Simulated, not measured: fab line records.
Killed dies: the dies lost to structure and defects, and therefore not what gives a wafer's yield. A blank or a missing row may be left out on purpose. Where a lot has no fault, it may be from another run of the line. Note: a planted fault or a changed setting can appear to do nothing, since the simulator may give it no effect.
Which tool did it? | flow sky130 | 13 lots with 36 wafers sampled at 4 steps, on a route of 708 steps

== WHAT THE GAUGES READ, wafer by wafer ==
SKY_VIA1_THK_MEAS_01.
lot  | measured     | on           | VIA1_HDPCVD_THK (nm)
L166 | day 34 16:04 | filmMetro-02 | 1013 1011 1012
L171 | day 35 11:07 | filmMetro-02 | 1036 1539
L172 | day 35 12:58 | filmMetro-04 | 1523 1023
L175 | day 35 14:35 | filmMetro-04 | 1026 1533
L178 | day 35 17:31 | filmMetro-02 | 1038 1036 1018
L179 | day 40 22:18 | filmMetro-03 | 1032 1059 1034
L180 | day 41 10:16 | filmMetro-04 | 1029 1049 1038
L184 | day 41 11:23 | filmMetro-03 | 1025 1032 1034
L183 | day 41 12:04 | filmMetro-02 | 1022 1034 1027
L185 | day 41 14:23 | filmMetro-02 | 1033 1025 1032
L181 | day 41 16:19 | filmMetro-03 | 1030 1029 1056
L188 | day 41 19:34 | filmMetro-02 | 1014 1027 1025
L187 | day 41 20:47 | filmMetro-04 | 1015 1046 1037

SKY_VIA1_OVL_MEAS_13.
lot  | measured     | on         | VIA1_OVL (nm)
L166 | day 35 19:01 | overlay-01 | 3 1 7
L171 | day 36 14:55 | overlay-01 | -1 -5
L172 | day 36 15:40 | overlay-01 | 4 2
L175 | day 36 18:05 | overlay-02 | -9 -7
L178 | day 36 20:56 | overlay-02 | -12 -11 -7
L179 | day 42 00:15 | overlay-01 | -15 -6 -3
L180 | day 42 12:30 | overlay-02 | -6 2 -12
L184 | day 42 13:26 | overlay-02 | -2 -7 -11
L183 | day 42 13:55 | overlay-02 | -10 -14 -10
L185 | day 42 16:58 | overlay-01 | 1 -5 5
L181 | day 42 18:05 | overlay-01 | -10 -9 -8
L188 | day 42 21:44 | overlay-02 | -12 -11 -7
L187 | day 42 22:37 | overlay-01 | -2 -9 -8

== TOOL THAT RAN EACH LOT (tool first, then ch and the chambers of the sampled wafers, then the start) ==
lot  | SKY_SD_N_STRIP_11                   | SKY_VIA1_HDPCVD_00
L166 | plasmaAsher-02 ch 0,1, day 29 18:46 | hdpcvd-02 ch 0,1,2, day 34 15:57
L171 | plasmaAsher-02 ch 0, day 30 14:59   | hdpcvd-02 ch 0,1, day 35 11:00
L172 | plasmaAsher-03 ch 0,1, day 30 16:20 | hdpcvd-02 ch 0,2, day 35 12:52
L175 | plasmaAsher-01 ch 0, day 30 17:50   | hdpcvd-02 ch 0,1, day 35 14:28
L178 | plasmaAsher-01 ch 0,1, day 30 19:28 | hdpcvd-01 ch 0,1, day 35 17:23
L179 | plasmaAsher-03 ch 0, day 36 05:49   | hdpcvd-01 ch 1,2, day 40 22:11
L180 | plasmaAsher-03 ch 0,1, day 36 18:50 | hdpcvd-01 ch 0,1,2, day 41 10:08
L184 | plasmaAsher-01 ch 0,1, day 36 19:17 | hdpcvd-02 ch 0,2, day 41 11:17
L183 | plasmaAsher-02 ch 0,1, day 36 20:16 | hdpcvd-02 ch 0,2, day 41 11:57
L185 | plasmaAsher-01 ch 0,1, day 36 23:18 | hdpcvd-02 ch 0,2, day 41 14:17
L181 | plasmaAsher-02 ch 0,1, day 37 01:57 | hdpcvd-01 ch 0,1,2, day 41 16:12
L188 | plasmaAsher-02 ch 0,1, day 37 03:09 | hdpcvd-01 ch 0,1, day 41 19:27
L187 | plasmaAsher-03 ch 0,1, day 37 05:31 | hdpcvd-01 ch 0,2, day 41 20:41
- SKY_SD_N_STRIP_11: strips in O2/N2.
- SKY_VIA1_HDPCVD_00: deposits SiO2, target thk 1030 nm, time 171.7 s.

== AS READ BY THE TOOLS THEMSELVES (means over the sampled wafers that have a number; for cases with no such wafer, the mark the record gives instead) ==
SKY_SD_N_STRIP_11.
lot  | tool           | drypumpMotorCurrentA (A) | oesProductAu (a.u.) | stripTimeToEndpointS (s)
L166 | plasmaAsher-02 | 5.77                     | 0.525               | 22.54
L171 | plasmaAsher-02 | 5.80                     | 0.530               | 22.50
L172 | plasmaAsher-03 | 5.29                     | 0.526               | 22.55
L175 | plasmaAsher-01 | 5.91                     | 0.526               | 22.61
L178 | plasmaAsher-01 | 5.82                     | 0.528               | 22.53
L179 | plasmaAsher-03 | 5.48                     | 0.531               | 22.58
L180 | plasmaAsher-03 | 5.25                     | 0.528               | 22.58
L184 | plasmaAsher-01 | 5.80                     | 0.528               | 22.58
L183 | plasmaAsher-02 | 5.79                     | 0.527               | 22.57
L185 | plasmaAsher-01 | 5.88                     | 0.529               | 22.57
L181 | plasmaAsher-02 | 5.78                     | 0.524               | 22.55
L188 | plasmaAsher-02 | 5.79                     | 0.530               | 22.53
L187 | plasmaAsher-03 | 5.25                     | 0.529               | 22.56

== THE ANSWER, worked out from the rows above alone ==
Rule: the usual values come from the lots themselves. The widest of any qualifying gaps counts: lots, ordered by their means at a reading, are off when they make up no more than a third of the lots, leave a main group of 4 or more, and stand apart from it by 3 or more times the standard deviation of that group's means. If all means in a main group match to the digits the tables above print for the reading, that group is not used. Also off: a lot with no number at a reading for which 4 or more lots have one. Where the step has rows for the other lots, those lots are counted as sound. The gauges are gone through in route order, then the tools' own readings, and for those a lot's mean is taken as printed above. At the first step where some lot is off, the reading lying furthest off is the one used; lots without a number count as furthest.
Off: L171, L172, L175, at SKY_VIA1_THK_MEAS_01 (VIA1_HDPCVD_THK). For the main group the mean is 1030 nm and the standard deviation 8.2.
If a tool, at a process step before that reading, ran all the lots that are off and no sound lot after the first of them, it fits. Gauges at SKY_VIA1_THK_MEAS_01: tried the same way as those tools. Not one of the candidates tried fits.

== WHAT THE SIMULATOR HAD INSERTED ==
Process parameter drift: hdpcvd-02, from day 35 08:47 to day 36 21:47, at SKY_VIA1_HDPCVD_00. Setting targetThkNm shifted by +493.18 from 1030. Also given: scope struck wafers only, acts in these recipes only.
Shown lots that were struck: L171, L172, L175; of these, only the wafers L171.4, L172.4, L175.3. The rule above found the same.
